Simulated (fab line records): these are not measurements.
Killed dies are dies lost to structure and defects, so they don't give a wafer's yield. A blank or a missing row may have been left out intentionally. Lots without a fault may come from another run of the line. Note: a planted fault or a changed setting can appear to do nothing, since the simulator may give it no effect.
Which tool is to blame? + flow sky130 + 24 lots with 72 wafers sampled at 6 steps, on a route of 708 steps

== WHAT EACH GAUGE READ, for each wafer ==
SKY_VIA2_CD_MEAS_12 targets a cd of 200 nm. Usual: cdNm at 199.6 nm, with a standard deviation of 1.5.
| lot  | measured     | on       | cdNm (nm)         | flag |
|------|--------------|----------|-------------------|------|
| L074 | day 37 06:54 | cdSem-02 | 199.9 200.2 198.9 |      |
| L075 | day 37 09:10 | cdSem-01 | 200.2 200.1 201.0 |      |
| L077 | day 37 09:35 | cdSem-01 | 199.7 199.1 198.6 |      |
| L076 | day 37 11:32 | cdSem-02 | 197.3 198.7 198.1 |      |
| L078 | day 39 06:29 | cdSem-01 | 200.6 198.5 202.0 |      |
| L079 | day 39 06:43 | cdSem-02 | 203.0 203.1 202.0 |      |
| L080 | day 39 07:58 | cdSem-02 | 198.4 199.1 198.9 |      |
| L081 | day 39 08:19 | cdSem-02 | 199.6 201.1 200.0 |      |
| L082 | day 39 09:58 | cdSem-01 | 200.1 199.8 198.5 |      |
| L084 | day 39 16:02 | cdSem-01 | 199.8 198.8 199.5 |      |
| L083 | day 39 19:11 | cdSem-02 | 200.0 199.2 199.6 |      |
| L085 | day 39 19:49 | cdSem-01 | 198.7 198.5 197.7 |      |
| L086 | day 39 20:10 | cdSem-01 | 200.3 198.9 199.3 |      |
| L087 | day 40 06:20 | cdSem-01 | 196.9 197.7 195.8 |      |
| L088 | day 40 17:26 | cdSem-01 | 199.4 198.8 197.1 |      |
| L089 | day 40 18:35 | cdSem-02 | 200.1 197.9 199.5 |      |
| L090 | day 41 09:52 | cdSem-01 | 202.0 202.8 201.5 |      |
| L091 | day 41 13:16 | cdSem-02 | 200.8 199.6 199.8 |      |
| L092 | day 41 17:11 | cdSem-01 | 199.6 200.1 199.6 |      |
| L093 | day 42 07:40 | cdSem-02 | 197.8 198.0 197.6 |      |
| L094 | day 42 10:08 | cdSem-01 | 199.9 198.4 199.1 |      |
| L095 | day 42 19:37 | cdSem-02 | 199.6 200.7 199.8 |      |
| L096 | day 42 22:25 | cdSem-02 | 203.2 201.8 202.9 |      |
| L097 | day 43 05:02 | cdSem-01 | 199.2 199.3 198.3 |      |

SKY_VIA2_THK_MEAS_23: measures by xrf. Usual: VIA2_W_THK typically reads 424 nm, with standard deviation 5.7.
| lot  | measured     | on           | VIA2_W_THK (nm) | flag |
|------|--------------|--------------|-----------------|------|
| L074 | day 37 08:05 | filmMetro-01 | 432 437 428     |      |
| L075 | day 37 10:20 | filmMetro-02 | 415 420 412     |      |
| L077 | day 37 10:45 | filmMetro-02 | 419 423 413     |      |
| L076 | day 37 12:50 | filmMetro-01 | 427 429 426     |      |
| L078 | day 39 07:40 | filmMetro-04 | 422 424 434     |      |
| L079 | day 39 07:54 | filmMetro-04 | 416 413 416     |      |
| L080 | day 39 09:08 | filmMetro-01 | 424 425 425     |      |
| L081 | day 39 09:33 | filmMetro-01 | 424 422 420     |      |
| L082 | day 39 11:08 | filmMetro-04 | 431 422 428     |      |
| L084 | day 39 17:12 | filmMetro-01 | 438 432 421     |      |
| L083 | day 39 20:21 | filmMetro-02 | 426 423 425     |      |
| L085 | day 39 20:59 | filmMetro-04 | 416 428 424     |      |
| L086 | day 39 21:19 | filmMetro-02 | 424 429 420     |      |
| L087 | day 40 07:30 | filmMetro-02 | 425 425 431     |      |
| L088 | day 40 18:36 | filmMetro-04 | 426 419 423     |      |
| L089 | day 40 19:47 | filmMetro-04 | 431 422 431     |      |
| L090 | day 41 11:06 | filmMetro-01 | 427 431 427     |      |
| L091 | day 41 14:31 | filmMetro-01 | 423 422 424     |      |
| L092 | day 41 18:22 | filmMetro-01 | 429 426 421     |      |
| L093 | day 42 09:16 | filmMetro-02 | 423 425 426     |      |
| L094 | day 42 11:46 | filmMetro-04 | 416 413 411     |      |
| L095 | day 42 20:49 | filmMetro-04 | 416 411 415     |      |
| L096 | day 42 23:37 | filmMetro-01 | 432 431 419     |      |
| L097 | day 43 06:11 | filmMetro-01 | 428 426 430     |      |

SKY_VIA3_OVL_MEAS_13. Usual: VIA3_OVL typically reads 2 nm, with standard deviation 5.2.
| lot  | measured     | on         | VIA3_OVL (nm) | flag |
|------|--------------|------------|---------------|------|
| L074 | day 40 14:45 | overlay-02 | 7 10 7        |      |
| L075 | day 40 15:44 | overlay-01 | 0 -4 1        |      |
| L077 | day 40 16:19 | overlay-02 | 4 8 4         |      |
| L076 | day 40 17:47 | overlay-01 | 4 5 6         |      |
| L078 | day 42 10:53 | overlay-02 | 4 6 -8        |      |
| L079 | day 42 10:56 | overlay-01 | -6 3 -2       |      |
| L080 | day 42 14:08 | overlay-02 | 1 5 4         |      |
| L081 | day 42 12:59 | overlay-02 | 7 5 0         |      |
| L082 | day 42 14:29 | overlay-01 | 5 5 2         |      |
| L084 | day 42 19:41 | overlay-02 | -3 1 -3       |      |
| L083 | day 42 22:08 | overlay-01 | 7 11 11       |      |
| L085 | day 42 23:17 | overlay-02 | 7 -4 -2       |      |
| L086 | day 43 00:26 | overlay-01 | 2 4 9         |      |
| L087 | day 43 09:29 | overlay-02 | -7 -9 -4      |      |
| L088 | day 43 18:44 | overlay-01 | -3 4 6        |      |
| L089 | day 43 19:57 | overlay-01 | -2 3 -2       |      |
| L090 | day 44 10:05 | overlay-02 | -10 -3 -6     |      |
| L091 | day 44 13:05 | overlay-02 | 3 1 1         |      |
| L092 | day 44 17:35 | overlay-01 | 10 -2 12      |      |
| L093 | day 45 06:26 | overlay-01 | 0 3 4         |      |
| L094 | day 45 09:56 | overlay-01 | 7 0 4         |      |
| L095 | day 45 19:14 | overlay-01 | -5 -6 -1      |      |
| L096 | day 45 20:20 | overlay-01 | 10 7 4        |      |
| L097 | day 46 02:12 | overlay-02 | 6 0 4         |      |

SKY_VIA3_THK_MEAS_23: measures by xrf. Usual: VIA3_W_THK typically reads 392 nm, with standard deviation 5.1.
| lot  | measured     | on           | VIA3_W_THK (nm) | flag |
|------|--------------|--------------|-----------------|------|
| L074 | day 40 15:49 | filmMetro-02 | 399 392 389     |      |
| L075 | day 40 16:47 | filmMetro-04 | 399 395 394     |      |
| L077 | day 40 17:22 | filmMetro-04 | 404 402 397     |      |
| L076 | day 40 18:50 | filmMetro-03 | 398 391 396     |      |
| L078 | day 42 11:55 | filmMetro-02 | 394 390 397     |      |
| L079 | day 42 12:10 | filmMetro-02 | 390 383 388     |      |
| L080 | day 42 15:11 | filmMetro-04 | 395 390 394     |      |
| L081 | day 42 14:01 | filmMetro-02 | 388 393 389     |      |
| L082 | day 42 15:31 | filmMetro-03 | 389 382 383     |      |
| L084 | day 42 20:43 | filmMetro-03 | 391 390 390     |      |
| L083 | day 42 23:12 | filmMetro-02 | 388 383 390     |      |
| L085 | day 43 00:19 | filmMetro-03 | 392 396 389     |      |
| L086 | day 43 01:29 | filmMetro-04 | 392 403 389     |      |
| L087 | day 43 10:31 | filmMetro-02 | 395 390 397     |      |
| L088 | day 43 19:52 | filmMetro-03 | 396 390 390     |      |
| L089 | day 43 20:59 | filmMetro-04 | 394 397 398     |      |
| L090 | day 44 11:07 | filmMetro-02 | 395 384 396     |      |
| L091 | day 44 14:08 | filmMetro-02 | 398 389 393     |      |
| L092 | day 44 18:47 | filmMetro-04 | 385 386 393     |      |
| L093 | day 45 07:28 | filmMetro-02 | 390 394 385     |      |
| L094 | day 45 11:02 | filmMetro-04 | 396 399 390     |      |
| L095 | day 45 20:16 | filmMetro-03 | 384 392 387     |      |
| L096 | day 45 21:23 | filmMetro-04 | 393 388 392     |      |
| L097 | day 46 03:19 | filmMetro-03 | 396 395 397     |      |

== TOOL THAT RAN EACH LOT (tool first, then ch and the chambers of the sampled wafers, then the start) ==
| lot  | SKY_METAL3_SPUTTER_00       | SKY_METAL3_SPUTTER_04       |
|------|-----------------------------|-----------------------------|
| L074 | pvdSputter-04, day 37 08:26 | pvdSputter-04, day 37 08:32 |
| L075 | pvdSputter-04, day 37 10:41 | pvdSputter-04, day 37 10:48 |
| L077 | pvdSputter-01, day 37 11:05 | pvdSputter-01, day 37 11:11 |
| L076 | pvdSputter-01, day 37 13:10 | pvdSputter-01, day 37 13:16 |
| L078 | pvdSputter-04, day 39 08:08 | pvdSputter-04, day 39 08:14 |
| L079 | pvdSputter-03, day 39 08:19 | pvdSputter-03, day 39 08:26 |
| L080 | pvdSputter-03, day 39 09:30 | pvdSputter-03, day 39 10:49 |
| L081 | pvdSputter-01, day 39 10:04 | pvdSputter-01, day 39 10:10 |
| L082 | pvdSputter-03, day 39 11:29 | pvdSputter-03, day 39 11:36 |
| L084 | pvdSputter-04, day 39 17:33 | pvdSputter-04, day 39 17:39 |
| L083 | pvdSputter-04, day 39 20:42 | pvdSputter-04, day 39 20:48 |
| L085 | pvdSputter-01, day 39 21:21 | pvdSputter-01, day 39 21:27 |
| L086 | pvdSputter-03, day 39 21:39 | pvdSputter-03, day 39 21:46 |
| L087 | pvdSputter-03, day 40 07:51 | pvdSputter-03, day 40 07:58 |
| L088 | pvdSputter-03, day 40 18:57 | pvdSputter-03, day 40 19:03 |
| L089 | pvdSputter-04, day 40 20:08 | pvdSputter-04, day 40 20:14 |
| L090 | pvdSputter-03, day 41 11:32 | pvdSputter-03, day 41 11:38 |
| L091 | pvdSputter-03, day 41 14:53 | pvdSputter-03, day 41 14:59 |
| L092 | pvdSputter-04, day 41 18:43 | pvdSputter-04, day 41 18:49 |
| L093 | pvdSputter-01, day 42 09:38 | pvdSputter-01, day 42 09:44 |
| L094 | pvdSputter-01, day 42 12:14 | pvdSputter-01, day 42 12:20 |
| L095 | pvdSputter-04, day 42 21:55 | pvdSputter-04, day 42 22:01 |
| L096 | pvdSputter-04, day 42 23:59 | pvdSputter-04, day 43 00:05 |
| L097 | pvdSputter-01, day 43 06:32 | pvdSputter-01, day 43 06:38 |
- SKY_METAL3_SPUTTER_00: material Ti, target thk 15 nm, time 10 s.
- SKY_METAL3_SPUTTER_04: material TiN, target thk 70 nm, time 58.3 s.

== AS READ BY THE TOOLS THEMSELVES (means over the sampled wafers that have a number; for cases with no such wafer, the mark the record gives instead) ==
SKY_METAL3_SPUTTER_00. Usual: throttleValvePct at 30.3 %, with a standard deviation of 0.86.
| lot  | tool          | throttleValvePct (%) | flag |
|------|---------------|----------------------|------|
| L074 | pvdSputter-04 | 29.4                 |      |
| L075 | pvdSputter-04 | 30.8                 |      |
| L077 | pvdSputter-01 | 29.9                 |      |
| L076 | pvdSputter-01 | 30.2                 |      |
| L078 | pvdSputter-04 | 30.7                 |      |
| L079 | pvdSputter-03 | 30.0                 |      |
| L080 | pvdSputter-03 | 29.7                 |      |
| L081 | pvdSputter-01 | 30.3                 |      |
| L082 | pvdSputter-03 | 30.6                 |      |
| L084 | pvdSputter-04 | 30.0                 |      |
| L083 | pvdSputter-04 | 30.4                 |      |
| L085 | pvdSputter-01 | 30.0                 |      |
| L086 | pvdSputter-03 | 30.5                 |      |
| L087 | pvdSputter-03 | 30.0                 |      |
| L088 | pvdSputter-03 | 30.3                 |      |
| L089 | pvdSputter-04 | 30.3                 |      |
| L090 | pvdSputter-03 | 29.6                 |      |
| L091 | pvdSputter-03 | 29.8                 |      |
| L092 | pvdSputter-04 | 30.2                 |      |
| L093 | pvdSputter-01 | 30.6                 |      |
| L094 | pvdSputter-01 | 30.7                 |      |
| L095 | pvdSputter-04 | 31.2                 |      |
| L096 | pvdSputter-04 | 30.0                 |      |
| L097 | pvdSputter-01 | 30.0                 |      |

SKY_METAL3_SPUTTER_04. Usual: throttleValvePct at 30.3 %, with a standard deviation of 0.87.
| lot  | tool          | throttleValvePct (%) | flag |
|------|---------------|----------------------|------|
| L074 | pvdSputter-04 | 29.3                 |      |
| L075 | pvdSputter-04 | 31.0                 |      |
| L077 | pvdSputter-01 | 30.0                 |      |
| L076 | pvdSputter-01 | 30.0                 |      |
| L078 | pvdSputter-04 | 30.8                 |      |
| L079 | pvdSputter-03 | 29.9                 |      |
| L080 | pvdSputter-03 | 29.9                 |      |
| L081 | pvdSputter-01 | 30.1                 |      |
| L082 | pvdSputter-03 | 30.3                 |      |
| L084 | pvdSputter-04 | 30.2                 |      |
| L083 | pvdSputter-04 | 30.4                 |      |
| L085 | pvdSputter-01 | 30.1                 |      |
| L086 | pvdSputter-03 | 30.5                 |      |
| L087 | pvdSputter-03 | 29.9                 |      |
| L088 | pvdSputter-03 | 30.0                 |      |
| L089 | pvdSputter-04 | 30.5                 |      |
| L090 | pvdSputter-03 | 29.8                 |      |
| L091 | pvdSputter-03 | 29.9                 |      |
| L092 | pvdSputter-04 | 30.3                 |      |
| L093 | pvdSputter-01 | 30.6                 |      |
| L094 | pvdSputter-01 | 30.7                 |      |
| L095 | pvdSputter-04 | 31.3                 |      |
| L096 | pvdSputter-04 | 30.0                 |      |
| L097 | pvdSputter-01 | 30.0                 |      |

== THE ANSWER, worked out from the rows above alone ==
Rule: a lot counts as off when the mean over its wafers that have a number is more than 3 standard deviations away from the usual mean. A lot without any number at a reading at which 4 lots or more have one is off too. The other lots that the step has rows for count as sound. Order of review: gauges by route order, followed by the tools' own readings, for which a lot's mean as printed above is used. At the first step where some lot is off, the reading lying furthest off is the one used; lots without a number count as furthest.
None of the lots is off at any reading shown; this tells nothing.

== WHAT THE SIMULATOR PUT IN ==
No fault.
